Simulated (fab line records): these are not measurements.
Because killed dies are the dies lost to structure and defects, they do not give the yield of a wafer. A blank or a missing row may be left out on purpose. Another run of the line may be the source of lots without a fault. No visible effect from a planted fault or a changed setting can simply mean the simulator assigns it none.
Which tool was responsible? ; flow sky130 ; 10 lots, 30 wafers sampled, at 7 steps of a route of 708

## WHAT EACH GAUGE READ, for each wafer
SKY_VIA3_CD_MEAS_12 targets a cd of 200 nm.
lot;measured;on;cdNm (nm)
L974;day 41 02:08;cdSem-02;200.2 202.1 200.7
L976;day 41 21:01;cdSem-02;201.5 200.2 198.3
L977;day 41 21:13;cdSem-02;200.9 200.5 199.2
L978;day 42 04:39;cdSem-01;203.1 204.2 203.6
L981;day 43 04:20;cdSem-01;201.4 200.6 199.9
L982;day 43 11:36;cdSem-02;199.9 202.8 202.6
L985;day 44 04:40;cdSem-02;202.0 200.8 201.9
L988;day 45 07:55;cdSem-01;200.6 200.9 200.5
L990;day 45 13:20;cdSem-01;200.5 201.5 201.6
L991;day 45 19:05;cdSem-01;199.8 199.4 199.4

SKY_VIA3_RS_MEAS_22: a four-point-probe measurement.
lot;measured;on;VIA3_W_RS (ohm/sq)
L974;day 41 03:10;filmMetro-04;0.290 0.294 0.292
L976;day 41 22:03;filmMetro-02;0.282 0.289 0.282
L977;day 41 22:17;filmMetro-03;0.296 0.298 0.295
L978;day 42 05:41;filmMetro-03;0.296 0.285 0.296
L981;day 43 05:22;filmMetro-04;0.291 0.298 0.292
L982;day 43 12:41;filmMetro-04;0.294 0.291 0.294
L985;day 44 05:42;filmMetro-03;0.296 0.294 0.297
L988;day 45 09:00;filmMetro-04;0.416 0.420 0.291 0.416 0.421 0.291
L990;day 45 14:25;filmMetro-03;0.292 0.293 0.296
L991;day 45 20:09;filmMetro-04;0.288 0.411 0.414 0.288 0.411 0.413

SKY_VIA3_THK_MEAS_23: measures by xrf.
lot;measured;on;VIA3_W_THK (nm)
L974;day 41 03:17;filmMetro-04;394 390 395
L976;day 41 22:09;filmMetro-02;413 407 414
L977;day 41 22:24;filmMetro-03;393 390 395
L978;day 42 05:48;filmMetro-03;391 402 390
L981;day 43 05:29;filmMetro-04;396 387 397
L982;day 43 12:47;filmMetro-04;395 396 393
L985;day 44 05:49;filmMetro-03;393 395 389
L988;day 45 11:32;filmMetro-04;280 276 397 280 275 398
L990;day 45 14:31;filmMetro-03;395 392 389
L991;day 45 21:26;filmMetro-04;404 283 280 403 283 281

SKY_CAP2M_THK_MEAS_01.
lot;measured;on;CAP2M_CVD_00_THK (nm)
L974;day 41 03:49;filmMetro-04;15.53 15.83 16.12
L976;day 41 22:41;filmMetro-01;15.42 15.81 15.37
L977;day 41 22:58;filmMetro-02;15.69 15.41 15.68
L978;day 42 06:21;filmMetro-01;15.47 15.92 15.65
L981;day 43 06:02;filmMetro-01;15.34 15.67 15.36
L982;day 43 13:19;filmMetro-04;15.31 15.48 15.62
L985;day 44 06:21;filmMetro-04;15.42 15.73 15.72
L988;day 45 14:36;filmMetro-01;15.58 15.63 15.64
L990;day 45 15:03;filmMetro-04;15.39 15.64 15.55
L991;day 46 04:47;filmMetro-01;15.00 15.09 15.51

## EACH LOT AND THE TOOL THAT RAN IT (in order: tool; ch and the chambers of the sampled wafers; start)
lot;SKY_METAL3_METAL_ETCH_18;SKY_VIA3_CVD_21;SKY_VIA3_CMP_24
L974;rieMetal-04 ch 0, day 39 23:44;cvdW-01 ch 0,1, day 41 03:01;cmp-02 ch 1,2,3, day 41 03:29
L976;rieMetal-02 ch 0,1, day 40 19:52;cvdW-02 ch 0,1, day 41 21:56;cmp-02 ch 0,2,3, day 41 22:14
L977;rieMetal-01 ch 0,1, day 40 20:09;cvdW-01 ch 0,1, day 41 22:09;cmp-01 ch 0,1,3, day 41 22:31
L978;rieMetal-01 ch 0,1, day 41 03:07;cvdW-02 ch 0,1, day 42 05:34;cmp-01 ch 0,2, day 42 05:53
L981;rieMetal-02 ch 0,1, day 42 04:19;cvdW-01 ch 0,1, day 43 05:14;cmp-02 ch 1,2, day 43 05:32
L982;rieMetal-04 ch 0,1, day 42 11:10;cvdW-01 ch 0,1, day 43 12:31;cmp-02 ch 0,1, day 43 12:52
L985;rieMetal-04 ch 0,1, day 43 03:54;cvdW-01 ch 0,1, day 44 05:34;cmp-02 ch 0,2,3, day 44 05:53
L988;rieMetal-02 ch 0,1, day 44 07:46;cvdW-02 ch 0,1, day 45 08:52;cmp-01 ch 0,1, day 45 14:10
L990;rieMetal-04 ch 0,1, day 44 13:50;cvdW-01 ch 0,1, day 45 14:17;cmp-01 ch 1,3, day 45 14:36
L991;rieMetal-01 ch 0,1, day 44 21:19;cvdW-02 ch 0,1, day 45 20:01;cmp-01 ch 0,1,3, day 46 04:21
- SKY_METAL3_METAL_ETCH_18: etches the open film in Cl2/BCl3, stops on SiO2, target depth 845 nm, time 183.1 s.
- SKY_VIA3_CVD_21: deposits W, target thk 390 nm, time 117.31 s.
- SKY_VIA3_CMP_24: polishes, stops on SiO2, t overpolish 20 s, target thk 0 nm.

## WHAT THE TOOLS THEMSELVES READ (means of the sampled wafers that have a number; where no wafer has one, the mark that the record gives instead)
SKY_METAL3_METAL_ETCH_18.
lot;tool;drypumpMotorCurrentA (A);oesProductAu (a.u.);rfFwdPowerW (W);throttleValvePct (%)
L974;rieMetal-04;5.8;0.859;893.9;22.272
L976;rieMetal-02;5.9;0.864;894.9;22.267
L977;rieMetal-01;6.6;0.869;894.7;22.264
L978;rieMetal-01;6.6;0.878;895.5;22.264
L981;rieMetal-02;6.0;0.875;894.9;22.258
L982;rieMetal-04;5.7;0.868;900.3;22.260
L985;rieMetal-04;5.6;0.857;897.5;22.265
L988;rieMetal-02;5.9;0.863;894.7;22.269
L990;rieMetal-04;5.6;0.860;896.2;22.262
L991;rieMetal-01;6.6;0.871;896.9;22.258

SKY_VIA3_CVD_21.
lot;tool;heaterPowerW (W)
L974;cvdW-01;847
L976;cvdW-02;893
L977;cvdW-01;824
L978;cvdW-02;884
L981;cvdW-01;816
L982;cvdW-01;810
L985;cvdW-01;812
L988;cvdW-02;893
L990;cvdW-01;842
L991;cvdW-02;910

SKY_VIA3_CMP_24.
lot;tool;headPressurePsi (psi);motorCurrentA (A);timeToEndpointS (s)
L974;cmp-02;3.494;10.2;97
L976;cmp-02;3.503;10.2;92
L977;cmp-01;3.505;11.8;89
L978;cmp-01;3.512;12.5;92
L981;cmp-02;3.504;10.6;92
L982;cmp-02;3.505;9.9;90
L985;cmp-02;3.503;10.6;91
L988;cmp-01;3.507;11.2;71
L990;cmp-01;3.508;11.3;93
L991;cmp-01;3.503;11.8;77

## THE ANSWER, worked out from the rows above alone
Rule: usual is defined by the lots themselves. Put in order of their means at a reading, lots are off if they are a third of the lots or fewer, leave a main group of 4 or more, and stand apart from it by a gap of 3 or more times the standard deviation of the main group's means; of several such gaps the widest counts. Not used: any main group whose means are identical at the precision the tables above print for the reading. A lot without any number at a reading at which 4 lots or more have one is off too. Any other lot the step has rows for is counted as sound. Order of review: gauges by route order, followed by the tools' own readings, for which a lot's mean as printed above is used. At the first step where some lot is off, the reading lying furthest off is the one used; lots without a number count as furthest.
Off: at SKY_VIA3_RS_MEAS_22 (VIA3_W_RS), L988, L991. Main group: mean 0.293 ohm/sq, sd 0.0034.
A tool fits if, at a process step before that reading, it ran every lot that is off, and no sound lot after the first of them. The gauges at SKY_VIA3_RS_MEAS_22 aren't tried: what is off there is off at SKY_VIA3_CMP_24 too, on other tools, and a gauge's error can't cause that. One fits: SKY_VIA3_CVD_21 on cvdW-02. Its last sound lot is L978 (day 42 05:34), its first lot that is off L988 (day 45 08:52): a fault that began between those two fits.

## WHAT WAS PUT IN BY THE SIMULATOR
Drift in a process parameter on cvdW-02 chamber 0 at SKY_VIA3_CVD_21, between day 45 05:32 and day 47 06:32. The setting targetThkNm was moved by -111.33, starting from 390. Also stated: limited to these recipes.
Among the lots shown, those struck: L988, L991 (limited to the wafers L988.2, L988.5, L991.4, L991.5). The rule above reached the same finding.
